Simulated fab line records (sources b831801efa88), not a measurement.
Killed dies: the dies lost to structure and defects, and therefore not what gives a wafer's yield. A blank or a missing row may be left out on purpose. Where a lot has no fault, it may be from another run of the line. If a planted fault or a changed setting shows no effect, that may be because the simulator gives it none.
What tool caused it? -- flow sfq line -- 14 lots with 42 wafers sampled at 3 steps, on a route of 325 steps

WHAT EACH GAUGE READ, for each wafer
SFQ_I3_OVL_MEAS_923. Usual: for I3_OVL the level is 1 nm and the standard deviation is 5.9.
lot,measured,on,I3_OVL (nm),flag
L837,day 37 15:23,overlay-02,8 0 6,
L838,day 38 02:04,overlay-02,2 4 8,
L839,day 38 03:15,overlay-02,4 -2 3,
L843,day 46 10:46,overlay-02,2 0 -4,
L846,day 47 06:48,overlay-01,-1 -2 13,
L848,day 52 05:02,overlay-02,-6 -2 -9,
L849,day 52 11:01,overlay-02,5 -3 4,
L851,day 52 18:14,overlay-02,1 0 -6,
L852,day 53 01:44,overlay-02,2 -3 -1,
L853,day 53 04:08,overlay-02,-2 10 5,
L854,day 53 20:56,overlay-02,15 11 7,
L855,day 54 07:44,overlay-01,3 -1 5,
L856,day 55 00:39,overlay-02,-3 -7 -2,
L857,day 55 03:03,overlay-02,1 4 8,

WHAT TOOL EACH LOT RAN ON (gives the tool, then ch and the chambers of the sampled wafers, and finally the start)
lot,SFQ_TRILAYER_I3_DEP_PECVD_081,SFQ_TRILAYER_I3_CMP_CMP_082
L837,"pecvd-04 ch 0,2, day 31 01:40","cmp-01 ch 2,3, day 31 02:15"
L838,"pecvd-04 ch 0,1,2, day 32 07:57","cmp-01 ch 1,2,3, day 32 10:47"
L839,"pecvd-04 ch 1,2, day 32 13:55","cmp-01 ch 0,1,2, day 32 16:17"
L843,"pecvd-01 ch 0,1,2, day 44 05:51","cmp-02 ch 1,2, day 46 03:21"
L846,"pecvd-01 ch 1,2, day 44 23:51","cmp-01 ch 0,3, day 46 13:20"
L848,"pecvd-01 ch 0,1,2, day 45 22:41","cmp-02 ch 1,2,3, day 47 11:21"
L849,"pecvd-04 ch 0,1, day 46 03:28","cmp-01 ch 0,1,2, day 47 15:50"
L851,"pecvd-04 ch 0,2, day 46 22:40","cmp-02 ch 0,1, day 47 22:51"
L852,"pecvd-03 ch 0,1,2, day 47 03:27","cmp-02 ch 0,2,3, day 48 04:21"
L853,"pecvd-04 ch 0,1, day 47 10:39","cmp-01 ch 0,1,3, day 48 06:50"
L854,"pecvd-03 ch 0,2, day 47 21:27","cmp-01 ch 0,2,3, day 48 18:50"
L855,"pecvd-04 ch 0,1,2, day 48 17:23","cmp-01 ch 0,1,2, day 49 06:50"
L856,"pecvd-03 ch 0,1,2, day 49 06:24","cmp-01 ch 0,2,3, day 49 19:20"
L857,"pecvd-04 ch 0,2, day 49 09:35","cmp-02 ch 0,1,3, day 49 19:21"
- SFQ_TRILAYER_I3_DEP_PECVD_081: deposits SiO2 from SiH4/N2O, time 111.11 s, target thk 500 nm.
- SFQ_TRILAYER_I3_CMP_CMP_082: polishes SiO2.

AS READ BY THE TOOLS THEMSELVES (means over the sampled wafers that have a number; for cases with no such wafer, the mark the record gives instead)
SFQ_TRILAYER_I3_DEP_PECVD_081. Usual: heater power w 86 W, standard deviation 22; rf fwd power W 182.4 W, standard deviation 0.52; showerhead vpp V 832 V, standard deviation 35; throttle valve pct 24.6 %, standard deviation 1.7.
lot,tool,heater power w (W),rf fwd power W (W),showerhead vpp V (V),throttle valve pct (%),flag
L837,pecvd-04,66,182.5,871,24.4,
L838,pecvd-04,66,256.3,1009,24.2,OFF
L839,pecvd-04,94,255.1,982,24.2,OFF
L843,pecvd-01,82,182.5,824,25.5,
L846,pecvd-01,82,182.4,811,25.5,
L848,pecvd-01,84,182.1,816,25.8,
L849,pecvd-04,100,182.1,852,23.3,
L851,pecvd-04,72,181.9,859,23.1,
L852,pecvd-03,67,182.8,803,26.2,
L853,pecvd-04,79,183.0,869,23.3,
L854,pecvd-03,59,182.7,823,25.6,
L855,pecvd-04,96,182.5,852,23.1,
L856,pecvd-03,77,182.0,802,26.3,
L857,pecvd-04,76,181.6,874,23.2,

SFQ_TRILAYER_I3_CMP_CMP_082. Usual: edge zone pressure frac 1.001, standard deviation 0.005; motor current A 10.1 A, standard deviation 0.95; time to endpoint s 212 s, standard deviation 8.3.
lot,tool,edge zone pressure frac,motor current A (A),time to endpoint s (s),flag
L837,cmp-01,1.002,9.6,221,
L838,cmp-01,0.995,10.3,249,OFF
L839,cmp-01,1.005,10.6,248,OFF
L843,cmp-02,1.002,9.9,218,
L846,cmp-01,0.996,10.3,213,
L848,cmp-02,1.003,9.8,220,
L849,cmp-01,0.998,10.8,206,
L851,cmp-02,0.999,9.0,219,
L852,cmp-02,0.999,10.1,211,
L853,cmp-01,0.996,10.6,203,
L854,cmp-01,1.003,9.7,205,
L855,cmp-01,0.999,10.4,201,
L856,cmp-01,1.001,9.7,199,
L857,cmp-02,0.999,9.1,217,

THE ANSWER, worked out from the rows above alone
Rule: a lot is off if the mean of its wafers that have a number lies more than 3 standard deviations from the usual mean. Also off: a lot with no number at a reading for which 4 or more lots have one. Where the step has rows for the other lots, those lots are counted as sound. After the gauges, taken in route order, come the tools' own readings; for these a lot's mean is taken, as printed above. The first step at which some lot is off is used, and at that step the reading that is off furthest; a lot without a number counts as furthest.
Off at SFQ_TRILAYER_I3_DEP_PECVD_081 (rf fwd power W): L838, L839.
If a tool, at that step or one of the process steps before it, ran each lot that is off and ran no sound lot following the first of them, it fits. No candidate that was tried fits.

WHAT THE SIMULATOR HAD INSERTED
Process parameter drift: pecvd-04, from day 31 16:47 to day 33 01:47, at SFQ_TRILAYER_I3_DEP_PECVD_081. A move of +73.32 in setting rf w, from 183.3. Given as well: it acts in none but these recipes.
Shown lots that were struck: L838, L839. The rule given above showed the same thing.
